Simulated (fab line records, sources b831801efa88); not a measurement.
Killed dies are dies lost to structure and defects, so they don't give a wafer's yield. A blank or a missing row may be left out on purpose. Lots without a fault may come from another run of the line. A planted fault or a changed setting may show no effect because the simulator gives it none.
One fault seen from 2 desks | flow gf180mcu | each desk has only its own numbers; what lay behind them comes last

THE METROLOGY DESK
What the gauges read, lot by lot, whatever tool the lot ran on: means of the sampled wafers that have a number. A lot is out of limits, marked OUT, if its mean lies more than 4 standard deviations from the usual mean; the brackets give that distance.
Columns: A = V2_OVL at GF_V2_OVL_MEAS_15, usual -1 nm; B = V2_W_RS at GF_V2_RS_MEAS_24, usual 0.327 ohm/sq
lot  | first seen here | A   | B
L756 | day 20 04:26    | -4  | 0.322
L757 | day 20 12:23    | 1   | 0.325
L760 | day 21 17:58    | -4  | 0.328
L761 | day 22 09:13    | 5   | 0.323
L764 | day 23 10:24    | -11 | 0.317
L765 | day 23 14:22    | -1  | 0.333
L766 | day 24 08:47    | -1  | 0.327
L769 | day 24 21:49    | -1  | 0.330
L770 | day 25 06:07    | -6  | 0.324
L771 | day 25 15:34    | 2   | 0.339
L772 | day 25 18:22    | -3  | 0.318
L776 | day 27 04:02    | 5   | 0.336
L777 | day 27 11:59    | 10  | 0.314
L778 | day 27 20:54    | -3  | 0.331
L779 | day 27 21:31    | -6  | 0.320
This desk's finding: nothing out of limits on any of the 15 lots.

THE TOOL OWNER'S DESK: pvd_sputter-01
The tool's own readings at GF_M3_SPUTTER_04 (material TiN, target thk 50 nm, time 41.7 s): means of the sampled wafers that have a number, for each lot that ran on this tool. A lot is out of limits, marked OUT, if its mean lies more than 4 standard deviations from the usual mean; the brackets give that distance.
Columns: A = cathode_dc_power_W at GF_M3_SPUTTER_04, usual 6500.1 W; B = throttle_valve_pct at GF_M3_SPUTTER_04, usual 29.8 %
lot  | first seen here | A                        | B
L757 | day 20 14:02    | 6500.7                   | 30.3
L761 | day 22 10:48    | 6501.9                   | 30.3
L764 | day 23 11:59    | 6500.0                   | 30.3
L766 | day 24 10:27    | 6499.5                   | 30.6
L769 | day 24 23:23    | 6500.0                   | 30.0
L772 | day 25 19:58    | 6500.0                   | 30.5
L776 | day 27 05:37    | 8093.1 (+99 or more) OUT | 31.9
L777 | day 27 13:34    | 8093.9 (+99 or more) OUT | 31.5
L779 | day 27 23:07    | 8092.3 (+99 or more) OUT | 31.6
This desk's finding: out of limits on L776, L777, L779; first on L776, day 27 05:37 (cathode_dc_power_W at GF_M3_SPUTTER_04). In limits: L757, L761, L764, L766, L769, L772.

PUT TOGETHER
The tool owner's desk could have raised an alarm at day 27 05:37, on L776, L777, L779.
The metrology desk saw nothing out of limits.
The metrology desk has L776, L777, L779 on record, within its limits.
Of the lots named, all ran GF_M3_SPUTTER_04 on pvd_sputter-01.

WHAT THE SIMULATOR HAD PUT IN
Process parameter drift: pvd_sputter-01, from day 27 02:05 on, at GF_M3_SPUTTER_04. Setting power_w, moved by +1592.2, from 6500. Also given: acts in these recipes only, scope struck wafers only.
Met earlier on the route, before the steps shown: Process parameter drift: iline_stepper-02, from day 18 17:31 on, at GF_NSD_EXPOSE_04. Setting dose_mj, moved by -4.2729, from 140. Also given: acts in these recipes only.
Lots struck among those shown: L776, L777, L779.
Hours from the fault's start to each desk's first reading out of limits: the tool owner's desk, 4.
